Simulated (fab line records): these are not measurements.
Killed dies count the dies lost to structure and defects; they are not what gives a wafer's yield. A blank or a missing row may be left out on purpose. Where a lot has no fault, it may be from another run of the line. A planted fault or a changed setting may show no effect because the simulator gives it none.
fab line records	flow gf180mcu
[record] lots = 14	wafers = 41	last-day = 34
route steps=602 shown HV_LDD@228 PSD@261 SAB@264
lots untouched by any fault: they come from a run of this same line in which no faults occurred
start-h: hours from the record's opening day to when the first of the lot's shown wafers began	wait-h: time in hours since the lot's previous step	" as in the row above	L1.1+2: a row that stands for several wafers	- no value present, or no start provided	* or withheld: withheld	< > ~ a bound
route shown NAME@n: NAME is a module with steps in the file, n the number in the route of the first one	usual: the fault-free wafers' mean and standard deviation	same: alike in all rows	chamber/n: place in a boat	sites: each site's reading	_std_site: the values' standard deviation	_edge_site: outer sites' mean less inner sites'	radius-mm: how far each site lies from the wafer's centre	mask NAME#n: copy n	behind: the most recent tool/chamber to have shaped the wafer	hold: reason for holding the lot/hours on hold/outcome of the hold	device: transistor that didn't switch, given as n, p or np	end of line: at the end of the route, the tests of the same wafers	for a step that has no rows: nothing shown but its recipe	killed: count of dies lost to structure and defects at first sort (not the wafer's yield)	map: dies across one wafer; x = killed, . = not, _ = none there
set.NAME: the setting that was run; set.NAME@STEP: the one run at that earlier step	model.NAME: the simulator's own value behind a step, which no gauge read
the route's steps for a sample of lots (tables are steps, rows are wafers)
services: a tool's chamber out of use, with start hour (start-h, from the record's first day; less than 0 if before it), hours out, and reason
[[steps]]
[step GF_HV_LDD_RTA_52]
[recipe] temp-c = 1000	time-s = 10	ambient = N2
[usual] lamp-power-pct = 32.3/0.57	wafer_temp_C_max = 1003.5/0.76
lot.wafer	tool	chamber	start-h	wait-h	lamp-power-pct	wafer_temp_C_max
L652.1	rtp-anneal-01	0	278.82	0.0	31.8	1003.8
L652.2	"	0	"	"	31.8	1002.8
L652.3	"	0	"	"	31.8	1002.8
L653.2	rtp-anneal-01	0	288.55	0.0	31.8	1003.1
L653.4	"	0	"	"	31.8	1002.9
L653.5	"	0	"	"	31.8	1002.4
L654.1	rtp-anneal-01	0	297.57	0.0	31.9	1005.4
L654.3	"	0	"	"	31.8	1003.6
L654.4	"	0	"	"	31.8	1003.5
L656.4	rtp-anneal-01	0	315.71	0.1	31.8	1004.2
L656.5	"	0	"	"	31.8	1003.8
L656.6	"	0	"	"	31.8	1003.7
L657.1	rtp-anneal-01	0	324.79	0.0	31.8	1002.9
L657.2	"	0	"	"	31.9	1002.5
L657.6	"	0	"	"	31.8	1004.1
L658.2	rtp-anneal-02	0	332.66	0.0	32.9	1002.9
L658.5	"	0	"	"	33.0	1004.0
L658.6	"	0	"	"	33.0	1003.3
L659.1	rtp-anneal-01	0	340.04	0.0	31.8	1004.0
L659.3	"	0	"	"	31.8	1005.3
L659.5	"	0	"	"	31.8	1004.5
L661.1	rtp-anneal-02	0	356.57	0.0	33.0	1003.4
L661.2	"	0	"	"	33.0	1003.3
L661.3	"	0	"	"	33.0	1002.4
L662.1	rtp-anneal-02	0	361.06	0.0	33.0	1001.9
L662.5	"	0	"	"	32.9	1002.6
L670.1	rtp-anneal-01	0	425.44	0.0	31.9	1005.3
L670.3	"	0	"	"	31.8	1004.9
L670.5	"	0	"	"	31.8	1004.4
L671.1	rtp-anneal-02	0	437.14	0.0	32.9	1004.1
L671.3	"	0	"	"	33.0	1004.4
L671.5	"	0	"	"	32.9	1003.2
L672.2	rtp-anneal-01	0	444.73	0.0	31.9	1002.7
L672.3	"	0	"	"	31.8	1002.7
L672.4	"	0	"	"	31.8	1003.2
L673.2	rtp-anneal-02	0	450.65	0.0	33.0	1003.2
L673.4	"	0	"	"	33.0	1003.3
L673.5	"	0	"	"	32.9	1003.0
L674.2	rtp-anneal-02	0	457.42	0.0	33.0	1002.8
L674.4	"	0	"	"	33.0	1003.6
L674.6	"	0	"	"	33.0	1003.5
[step GF_HV_LDD_RS_MEAS_53]
[recipe] thk-meas-gauge = four-point-probe
[usual] HV_LDD_RS = 417.9/1
lot.wafer	tool	chamber	start-h	wait-h	HV_LDD_RS[ohm/sq]
L652.1	film-metro-01	-	278.89	0.1	416.9
L652.2	"	-	"	"	416.1
L652.3	"	-	"	"	416.1
L653.2	film-metro-01	-	288.62	0.1	417.1
L653.4	"	-	"	"	416.4
L653.5	"	-	"	"	417.0
L654.1	film-metro-01	-	297.64	0.1	416.6
L654.3	"	-	"	"	416.9
L654.4	"	-	"	"	417.1
L656.4	film-metro-04	-	315.84	0.1	417.3
L656.5	"	-	"	"	418.3
L656.6	"	-	"	"	418.9
L657.1	film-metro-03	-	324.85	0.1	419.7
L657.2	"	-	"	"	418.8
L657.6	"	-	"	"	417.9
L658.2	film-metro-04	-	332.74	0.1	419.5
L658.5	"	-	"	"	419.3
L658.6	"	-	"	"	417.7
L659.1	film-metro-04	-	340.10	0.1	418.6
L659.3	"	-	"	"	419.0
L659.5	"	-	"	"	419.4
L661.1	film-metro-01	-	356.64	0.1	417.3
L661.2	"	-	"	"	416.8
L661.3	"	-	"	"	418.1
L662.1	film-metro-01	-	361.13	0.1	418.5
L662.5	"	-	"	"	418.5
L670.1	film-metro-03	-	425.51	0.1	418.9
L670.3	"	-	"	"	418.7
L670.5	"	-	"	"	417.2
L671.1	film-metro-04	-	437.20	0.1	419.1
L671.3	"	-	"	"	418.7
L671.5	"	-	"	"	418.9
L672.2	film-metro-01	-	444.81	0.1	417.1
L672.3	"	-	"	"	418.3
L672.4	"	-	"	"	417.5
L673.2	film-metro-04	-	450.72	0.1	419.0
L673.4	"	-	"	"	418.6
L673.5	"	-	"	"	419.1
L674.2	film-metro-03	-	457.49	0.1	418.0
L674.4	"	-	"	"	417.4
L674.6	"	-	"	"	418.1
[step GF_PSD_RTA_13]
[recipe] temp-c = 1025	time-s = 20	ambient = N2
[usual] lamp-power-pct = 33.7/0.59	wafer_temp_C_max = 1028.6/0.72
lot.wafer	tool	chamber	start-h	wait-h	lamp-power-pct	wafer_temp_C_max
L652.1	rtp-anneal-02	0	322.67	0.0	34.2	1028.7
L652.2	"	0	"	"	34.2	1028.0
L652.3	"	0	"	"	34.2	1028.0
L653.2	rtp-anneal-01	0	333.75	0.0	33.0	1028.9
L653.4	"	0	"	"	33.0	1029.4
L653.5	"	0	"	"	33.0	1028.9
L654.1	rtp-anneal-02	0	342.99	0.0	34.2	1027.0
L654.3	"	0	"	"	34.2	1027.8
L654.4	"	0	"	"	34.2	1028.6
L656.4	rtp-anneal-02	0	362.42	0.0	34.2	1027.6
L656.5	"	0	"	"	34.2	1027.1
L656.6	"	0	"	"	34.2	1028.5
L657.1	rtp-anneal-02	0	372.10	0.0	34.2	1028.5
L657.2	"	0	"	"	34.2	1028.2
L657.6	"	0	"	"	34.2	1029.2
L658.2	rtp-anneal-01	0	381.09	0.0	33.0	1027.7
L658.5	"	0	"	"	33.0	1028.7
L658.6	"	0	"	"	33.0	1029.8
L659.1	rtp-anneal-02	0	388.25	0.0	34.3	1029.3
L659.3	"	0	"	"	34.2	1028.6
L659.5	"	0	"	"	34.2	1029.1
L661.1	rtp-anneal-01	0	405.72	0.0	33.0	1030.0
L661.2	"	0	"	"	33.0	1029.3
L661.3	"	0	"	"	33.0	1028.3
L662.1	rtp-anneal-02	0	410.51	0.0	34.2	1028.4
L662.5	"	0	"	"	34.2	1028.0
L670.1	rtp-anneal-02	0	478.10	0.0	34.1	1028.7
L670.3	"	0	"	"	34.2	1028.8
L670.5	"	0	"	"	34.2	1028.4
L671.1	rtp-anneal-01	0	489.83	0.0	33.0	1028.2
L671.3	"	0	"	"	33.0	1028.9
L671.5	"	0	"	"	33.0	1029.9
L672.2	rtp-anneal-02	0	495.83	0.0	34.2	1028.1
L672.3	"	0	"	"	34.2	1029.4
L672.4	"	0	"	"	34.2	1028.5
L673.2	rtp-anneal-01	0	501.98	0.0	33.0	1030.0
L673.4	"	0	"	"	33.1	1028.6
L673.5	"	0	"	"	33.0	1027.8
L674.2	rtp-anneal-01	0	508.36	0.0	33.0	1028.4
L674.4	"	0	"	"	33.0	1029.5
L674.6	"	0	"	"	33.0	1029.6
[step GF_SAB_CVD_00]
[recipe] material = SiO2	target-thk-nm = 50	precursor = TEOS	temp-c = 400	time-s = 4.9302	rf-w = 600
[usual] heater-power-w = 641/97
lot.wafer	tool	chamber	start-h	wait-h	heater-power-w
L652.1	pecvd-03	1	322.99	0.1	567
L652.2	"	2	"	"	611
L652.3	"	0	"	"	612
L653.2	pecvd-02	1	334.06	0.1	597
L653.4	"	0	"	"	562
L653.5	"	1	"	"	592
L654.1	pecvd-02	1	343.31	0.1	732
L654.3	"	2	"	"	482
L654.4	"	0	"	"	631
L656.4	pecvd-02	0	362.71	0.0	520
L656.5	"	2	"	"	483
L656.6	"	1	"	"	625
L657.1	pecvd-02	0	372.43	0.1	555
L657.2	"	1	"	"	700
L657.6	"	0	"	"	552
L658.2	pecvd-02	2	381.42	0.1	519
L658.5	"	1	"	"	619
L658.6	"	2	"	"	533
L659.1	pecvd-02	0	388.57	0.1	557
L659.3	"	2	"	"	551
L659.5	"	2	"	"	551
L661.1	pecvd-02	2	406.04	0.1	532
L661.2	"	0	"	"	583
L661.3	"	1	"	"	716
L662.1	pecvd-02	0	410.83	0.1	650
L662.5	"	1	"	"	640
L670.1	pecvd-03	0	478.43	0.1	526
L670.3	"	1	"	"	640
L670.5	"	1	"	"	658
L671.1	pecvd-04	1	490.16	0.1	768
L671.3	"	0	"	"	579
L671.5	"	1	"	"	785
L672.2	pecvd-04	2	496.21	0.1	784
L672.3	"	0	"	"	597
L672.4	"	0	"	"	580
L673.2	pecvd-04	1	502.29	0.1	802
L673.4	"	0	"	"	500
L673.5	"	2	"	"	747
L674.2	pecvd-03	0	508.67	0.1	627
L674.4	"	0	"	"	640
L674.6	"	2	"	"	814
[step GF_SAB_THK_MEAS_01]
[recipe] reads = SiO2_of_SAB_CVD_00
[usual] SAB_CVD_00_THK = 49.9/0.64
lot.wafer	tool	chamber	start-h	wait-h	SAB_CVD_00_THK[nm]
L652.1	film-metro-02	-	323.01	0.0	48.4
L652.2	"	-	"	"	48.8
L652.3	"	-	"	"	48.7
L653.2	film-metro-03	-	334.09	0.0	50.1
L653.4	"	-	"	"	51.5
L653.5	"	-	"	"	51.3
L654.1	film-metro-02	-	343.33	0.0	50.1
L654.3	"	-	"	"	49.9
L654.4	"	-	"	"	50.5
L656.4	film-metro-04	-	362.75	0.0	50.9
L656.5	"	-	"	"	49.4
L656.6	"	-	"	"	50.7
L657.1	film-metro-03	-	372.44	0.0	49.4
L657.2	"	-	"	"	49.7
L657.6	"	-	"	"	50.3
L658.2	film-metro-03	-	381.45	0.0	49.1
L658.5	"	-	"	"	51.1
L658.6	"	-	"	"	50.2
L659.1	film-metro-02	-	388.59	0.0	49.7
L659.3	"	-	"	"	48.9
L659.5	"	-	"	"	50.0
L661.1	film-metro-02	-	406.06	0.0	49.4
L661.2	"	-	"	"	69.0
L661.3	"	-	"	"	50.2
L662.1	film-metro-03	-	410.85	0.0	49.9
L662.5	"	-	"	"	69.2
L670.1	film-metro-04	-	478.45	0.0	49.3
L670.3	"	-	"	"	50.1
L670.5	"	-	"	"	50.5
L671.1	film-metro-04	-	490.18	0.0	49.5
L671.3	"	-	"	"	49.7
L671.5	"	-	"	"	50.8
L672.2	film-metro-02	-	496.24	0.0	49.0
L672.3	"	-	"	"	49.4
L672.4	"	-	"	"	49.8
L673.2	film-metro-03	-	502.32	0.0	49.6
L673.4	"	-	"	"	50.5
L673.5	"	-	"	"	50.0
L674.2	film-metro-02	-	508.70	0.0	50.1
L674.4	"	-	"	"	49.4
L674.6	"	-	"	"	49.9
[[services]]
tool	chamber	start-h	hours	kind
pecvd-04	-	258.27	2.8	pm
pecvd-04	1	273.81	14.3	repair
pecvd-02	-	285.99	0.6	repair
pecvd-04	0	338.98	11.5	repair
pecvd-03	-	368.88	14.0	pm
pecvd-03	0	368.88	14.0	vent-cycle
pecvd-03	1	368.88	14.0	vent-cycle
pecvd-03	2	368.88	14.0	vent-cycle
pecvd-03	0	382.88	-	clean
pecvd-03	1	382.88	-	clean
pecvd-03	2	382.88	-	clean
pecvd-02	-	384.66	0.9	repair
pecvd-03	-	384.75	28.1	pm
pecvd-04	-	411.68	6.0	pm
pecvd-03	-	412.85	2.8	pm
pecvd-03	-	438.52	4.3	repair
[[key]]
[first-sign] step = GF_SAB_THK_MEAS_01	reading = SAB_CVD_00_THK	direction = up	sigmas = 30	usual = 49.9	struck = 69.1
effect none on later readings
met-at GF_SAB_CVD_00
struck-lots L661,L662
struck-wafers L661.2,L662.5
tester-left-out L661,L662
not-acting-at GF_HV_LDD_RTA_52,GF_HV_LDD_RS_MEAS_53,GF_PSD_RTA_13
onset-between 388.57 406.04
[fault] kind = process-parameter-drift	tool = pecvd-02	chamber = -	onset-h = 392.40	steps = GF_SAB_CVD_00	channel = target-thk-nm	offset = 19.235	shape = step	end-h = 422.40	scope = struck-wafers-only	acts-in = these-recipes-only	stated = 50
// tester-left-out: of these lots the tester's yield and bins aren't shown, on N5 and GAA mostly nor the transistor test; their killed dies are dies lost to structure and defects alone, not to doping, threshold or leakage, so they don't give the yield
